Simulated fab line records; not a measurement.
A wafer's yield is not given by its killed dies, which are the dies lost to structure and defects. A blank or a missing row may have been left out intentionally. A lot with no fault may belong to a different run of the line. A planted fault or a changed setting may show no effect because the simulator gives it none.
Which of the tools did it?    flow sky130    11 lots with 33 wafers sampled at 5 steps, on a route of 708 steps

## WHAT THE GAUGES READ, wafer by wafer
SKY_CAP2M_THK_MEAS_01. Usual: CAP2M_CVD_00_THK typically reads 15.45 nm, with standard deviation 0.2.
lot   measured      on             CAP2M_CVD_00_THK (nm)  flag
L804  day 39 23:56  film metro-04  15.20 15.45 15.21      
L805  day 40 11:37  film metro-03  15.45 15.26 15.49      
L806  day 40 13:08  film metro-04  15.63 15.34 15.63      
L810  day 41 19:58  film metro-04  15.29 15.31 15.42      
L813  day 42 22:31  film metro-03  15.55 15.36 15.31      
L818  day 44 03:31  film metro-01  15.41 15.60 15.86      
L819  day 44 03:46  film metro-01  15.38 15.62 15.66      
L816  day 44 08:44  film metro-01  15.29 15.57 15.52      
L821  day 44 15:26  film metro-04  15.32 15.59 15.55      
L825  day 45 17:08  film metro-03  15.36 15.82 15.73      
L826  day 45 21:44  film metro-01  15.27 15.72 15.65      

SKY_CAP2M_OVL_MEAS_12. Usual: CAP2M_OVL typically reads -0.4 nm, with standard deviation 1.3.
lot   measured      on          CAP2M_OVL (nm)  flag
L804  day 40 23:59  overlay-02  -0.6 1.6 0.0    
L805  day 41 11:43  overlay-02  -1.6 1.0 1.3    
L806  day 41 13:56  overlay-02  -0.1 0.3 0.8    
L810  day 42 19:23  overlay-02  -1.2 -0.8 -2.2  
L813  day 43 21:33  overlay-01  -1.9 -1.2 -2.1  
L818  day 45 00:41  overlay-02  -0.2 -0.5 -0.3  
L819  day 45 01:32  overlay-01  -2.5 -3.7 -2.8  
L816  day 45 06:29  overlay-01  0.5 -0.8 -0.4   
L821  day 45 12:45  overlay-02  1.4 1.1 1.9     
L825  day 46 13:35  overlay-02  -0.3 -1.9 -0.8  
L826  day 46 17:47  overlay-02  1.7 -0.3 -0.6   

SKY_VIA4_BOW_MEAS_03. Usual: VIA4_BOW typically reads 81 um, with standard deviation 7.
lot   measured      on             VIA4_BOW (um)  flag
L804  day 42 02:07  film metro-03  63 88 81       
L805  day 42 13:43  film metro-01  80 80 75       
L806  day 42 15:27  film metro-02  91 99 94       
L810  day 43 19:32  film metro-03  79 78 84       
L813  day 44 22:20  film metro-03  77 64 74       
L818  day 46 00:49  film metro-01  79 90 84       
L819  day 46 01:14  film metro-01  146 139 136    OFF
L816  day 46 05:56  film metro-01  137 148 139    OFF
L821  day 46 11:41  film metro-03  68 80 86       
L825  day 47 12:10  film metro-01  98 83 82       
L826  day 47 16:19  film metro-03  95 76 84       

## TOOL THAT RAN EACH LOT (tool first, then ch and the chambers of the sampled wafers, then the start)
lot   SKY_METAL4_ETCH_17                  SKY_VIA4_CMP_02
L804  rie diel-01 ch 0,1, day 42 00:46    cmp-02 ch 0,1,2, day 42 01:50
L805  rie diel-01 ch 0,1,3, day 42 12:19  cmp-02 ch 0,3, day 42 13:28
L806  rie diel-01 ch 2,3, day 42 14:04    cmp-02 ch 0,1, day 42 15:08
L810  rie diel-03 ch 1,2,3, day 43 18:10  cmp-01 ch 2,3, day 43 19:14
L813  rie diel-01 ch 0,3, day 44 20:56    cmp-01 ch 2,3, day 44 22:01
L818  rie diel-02 ch 0,1,3, day 45 23:26  cmp-01 ch 0,1,2, day 46 00:34
L819  rie diel-01 ch 0,2, day 45 23:47    cmp-01 ch 0,2,3, day 46 01:01
L816  rie diel-02 ch 1,2,3, day 46 04:19  cmp-01 ch 0,2,3, day 46 05:40
L821  rie diel-03 ch 0,1,2, day 46 10:13  cmp-02 ch 0,1,3, day 46 11:26
L825  rie diel-01 ch 1,2, day 47 10:49    cmp-01 ch 0,1,3, day 47 11:53
L826  rie diel-03 ch 0,2,3, day 47 14:58  cmp-01 ch 0,1,2, day 47 16:05
- SKY_METAL4_ETCH_17: etches SiO2 in C4F8/O2/Ar, stops on TiN, time 3.9 s, target depth 15 nm.
- SKY_VIA4_CMP_02: polishes SiO2.

## AS READ BY THE TOOLS THEMSELVES (means over the sampled wafers that have a number; for cases with no such wafer, the mark the record gives instead)
SKY_METAL4_ETCH_17. Usual: oes product au 0.754 a.u., standard deviation 0.0063; rf fwd power W 1470 W, standard deviation 7.5.
lot   tool         oes product au (a.u.)  rf fwd power W (W)  flag
L804  rie diel-01  0.751                  1466                
L805  rie diel-01  0.756                  1466                
L806  rie diel-01  0.754                  1473                
L810  rie diel-03  0.748                  1465                
L813  rie diel-01  0.752                  1465                
L818  rie diel-02  0.760                  1462                
L819  rie diel-01  0.751                  1472                
L816  rie diel-02  0.754                  1473                
L821  rie diel-03  0.753                  1467                
L825  rie diel-01  0.760                  1476                
L826  rie diel-03  0.756                  1468                

SKY_VIA4_CMP_02. Usual: edge zone pressure frac 1.000, standard deviation 0.0049; head pressure psi 4.000 psi, standard deviation 0.0085; motor current A 12.0 A, standard deviation 1.8; platen rpm 60.00 rpm, standard deviation 0.05.
lot   tool    edge zone pressure frac  head pressure psi (psi)  motor current A (A)  platen rpm (rpm)  flag
L804  cmp-02  0.998                    4.002                    12.7                 60.00             
L805  cmp-02  1.000                    3.997                    12.8                 60.01             
L806  cmp-02  1.000                    4.004                    12.7                 60.01             
L810  cmp-01  0.995                    4.001                    10.6                 60.03             
L813  cmp-01  0.998                    3.998                    11.0                 59.98             
L818  cmp-01  1.002                    4.002                    12.1                 60.08             
L819  cmp-01  -                        -                        -                    -                 OFF
L816  cmp-01  -                        -                        -                    -                 OFF
L821  cmp-02  0.998                    3.995                    12.6                 60.05             
L825  cmp-01  0.997                    4.001                    11.2                 59.98             
L826  cmp-01  1.005                    4.002                    12.0                 59.98             

## THE ANSWER, worked out from the rows above alone
Rule: a lot is off if the mean of its wafers that have a number lies more than 3 standard deviations from the usual mean. A lot without any number at a reading at which 4 lots or more have one is off too. Any other lot the step has rows for is counted as sound. Order of review: gauges by route order, followed by the tools' own readings, for which a lot's mean as printed above is used. At the first step where some lot is off, the reading lying furthest off is the one used; lots without a number count as furthest.
Off: at SKY_VIA4_BOW_MEAS_03 (VIA4_BOW), L819, L816.
A tool fits if, at a process step before that reading, it ran every lot that is off, and no sound lot after the first of them. The gauges at SKY_VIA4_BOW_MEAS_03 aren't tried: what is off there is off at SKY_VIA4_CMP_02 too, on other tools, and a gauge's error can't cause that. None of those tried fits.

## WHAT THE SIMULATOR PUT IN
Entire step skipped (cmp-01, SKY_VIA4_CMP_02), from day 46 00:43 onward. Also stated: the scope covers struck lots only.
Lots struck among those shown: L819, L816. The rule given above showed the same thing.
